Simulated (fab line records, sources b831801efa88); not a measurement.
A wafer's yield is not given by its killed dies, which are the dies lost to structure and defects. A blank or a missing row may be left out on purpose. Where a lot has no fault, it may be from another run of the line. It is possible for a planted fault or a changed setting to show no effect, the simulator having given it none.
A struck lot beside a sound one :: flow sky130 :: 15 out of 708 route steps
Sound: these wafers, L188.2, L188.3, L188.5. Wafers struck: L195.1, L195.4, L195.6. At the end, the cause is stated.
Per side, at each step with rows, come the tool, then ch with its chambers, and then its first start. Under that, the readings that differ: sound wafers :: struck wafers :: difference of the means :: sigmas: that difference in standard deviations of wafers without a fault.
alike: readings whose means differ by less than 2 such deviations, and words and numbers that are the same on both sides. not compared: withheld readings, readings that some wafer has no value for, bounds like >300 that may hide the same value, and numbers for which the record gives no deviation and whose values overlap.
A row with sigmas, a row that says differs or no value, or rows on one side alone: a step with any of these is where the two part. When numbers do not overlap yet have no deviation, they are printed without sigmas and do not part them. A reading missing from all wafers of one side parts the sides only when that side holds two or more wafers.

SKY_LDD_HVP_OVL_MEAS_07:
  sound on overlay-02 at day 22 20:46; struck on overlay-01 at day 25 10:43
reading: LDD_HVP_OVL (nm)
sound: 0.5 -0.1 -0.4
struck: -3.0 -3.3 -4.2
difference: -3.5
sigmas: -2
after that, 1 step had no rows for these wafers: SKY_LDD_HVP_IMPLANT_08.
SKY_LDD_HVP_STRIP_09: strips in O2/N2.
  sound on plasmaAsher-02 ch 0,1, day 22 20:56; struck on plasmaAsher-04 ch 0,1, day 25 10:55
  alike: drypumpMotorCurrentA, oesProductAu, stripTimeToEndpointS
  not compared: rfHoursCounterH
SKY_LDD_HVP_TW_MEAS_10:
  sound on filmMetro-03 at day 22 21:03; struck on filmMetro-02 at day 25 11:01
  alike: LDD_HVP_TW
then, 7 steps without rows for these wafers: SKY_LDD_LDN_DEHYDRATE_00 (time 60 s); SKY_LDD_LDN_HMDS_01 (prime time 60 s); SKY_LDD_LDN_COAT_02 (resist thk 1140 nm); SKY_LDD_LDN_SOFTBAKE_03 (time 60 s); SKY_LDD_LDN_EXPOSE_04 (exposes mask LDNTM, target cd 700 nm); SKY_LDD_LDN_PEB_05; SKY_LDD_LDN_DEVELOP_06 (develop time 60 s).
SKY_LDD_LDN_OVL_MEAS_07:
  sound on overlay-02 at day 24 03:20; struck on overlay-01 at day 26 16:01
  alike: LDD_LDN_OVL
SKY_LDD_LDN_IMPLANT_08:
  sound on implanter-04 ch 0, day 24 03:23; struck on implanter-04 ch 0, day 26 16:04
reading: beamEnergyKeV
sound: 15.002 15.000 15.002
struck: 15.705 15.713 15.713
difference: +0.709
sigmas: +99 or more

reading: model.implant.rpNm (nm)
sound: 13.06 13.06 13.06
struck: 13.33 13.33 13.33
difference: +0.27
sigmas: 

reading: model.implant.drpNm (nm)
sound: 5.933 5.933 5.933
struck: 6.12 6.12 6.12
difference: +0.19
sigmas: 
  alike: beamOnS
after that, 1 step had no rows for these wafers: SKY_LDD_LDN_IMPLANT_09.
-- a jump in the record: the struck wafers' starts before and after are 22 days apart (it breaks off in module LDD_LDN and resumes in module PAD_OPEN, where the first step shown is number 708 of the route) --
SKY_PAD_OPEN_PROBE_99:
  sound on prober-02 at day 46 15:49; struck on prober-02 at day 48 10:19
reading: killedOnRim
sound: 22 21 26
struck: 18 8 16
difference: -9
sigmas: -2
  alike: killed_at_M0_to_M3, killed_at_M4_up, killedAtContacts, killedAtFrontEnd, killedAtOther, killedDies, killedOpen, killedShort

== WHERE THEY PART ==
Earliest at SKY_LDD_HVP_OVL_MEAS_07; latest, in this record, at SKY_PAD_OPEN_PROBE_99.

WHY: what the simulator had put in
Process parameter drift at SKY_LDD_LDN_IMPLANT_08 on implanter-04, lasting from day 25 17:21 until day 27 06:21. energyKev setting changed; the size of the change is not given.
